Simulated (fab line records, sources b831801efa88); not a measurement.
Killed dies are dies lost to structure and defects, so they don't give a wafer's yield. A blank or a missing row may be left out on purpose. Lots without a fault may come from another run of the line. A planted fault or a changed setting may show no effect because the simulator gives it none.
One fault seen from 2 desks | flow gf180mcu | each desk has only its own numbers; what lay behind them comes last

THE METROLOGY DESK
What the gauges read, lot by lot, whatever tool the lot ran on: means of the sampled wafers that have a number. A lot is out of limits, marked OUT, if its mean lies more than 4 standard deviations from the usual mean; the brackets give that distance.
Columns: A = LVPWELL_TW at GF_LVPWELL_TW_MEAS_11, usual 562; B = MVPSD_TW at GF_MVPSD_TW_MEAS_11, usual 553; C = VT_IMPLANT_2_TW at GF_VT_IMPLANT_TW_MEAS_21, usual 1217
lot  | first seen here | A   | B   | C
L769 | day 4 01:41     | 563 | 555 | 1231
L770 | day 4 13:19     | 562 | 548 | 1219
L772 | day 4 21:15     | 563 | 552 | 1217
L773 | day 5 07:59     | 564 | 559 | 1221
L774 | day 5 07:59     | 555 | 552 | 1222
L779 | day 6 11:23     | 566 | 552 | 1218
L780 | day 6 16:14     | 565 | 554 | 1226
L782 | day 7 04:23     | 566 | 548 | 1221
L783 | day 7 10:09     | 567 | 556 | 1214
L784 | day 7 13:26     | 560 | 556 | 1213
L787 | day 8 07:33     | 563 | 559 | 1214
L789 | day 8 18:53     | 561 | 552 | 1217
L790 | day 9 03:17     | 552 | 551 | 1218
This desk's finding: nothing out of limits on any of the 13 lots.

THE TOOL OWNER'S DESK: litho_track-04
The tool's own readings at GF_DNWELL_COAT_02 (resist thk 3000 nm): means of the sampled wafers that have a number, for each lot that ran on this tool. A lot is out of limits, marked OUT, if its mean lies more than 4 standard deviations from the usual mean; the brackets give that distance.
Columns: A = spin_speed_rpm at GF_DNWELL_COAT_02, usual 1999.8 rpm
lot  | first seen here | A
L769 | day 2 17:08     | 1999.5
L770 | day 3 02:25     | 2000.0
L772 | day 3 09:11     | 1998.9
L779 | day 4 20:59     | 1998.9
L780 | day 5 02:55     | 1999.3
L782 | day 5 14:21     | 2000.2
L784 | day 5 22:30     | 2000.0
This desk's finding: nothing out of limits on any of the 7 lots.

PUT TOGETHER
The metrology desk saw nothing out of limits.
The tool owner's desk saw nothing out of limits.

WHAT THE SIMULATOR HAD PUT IN
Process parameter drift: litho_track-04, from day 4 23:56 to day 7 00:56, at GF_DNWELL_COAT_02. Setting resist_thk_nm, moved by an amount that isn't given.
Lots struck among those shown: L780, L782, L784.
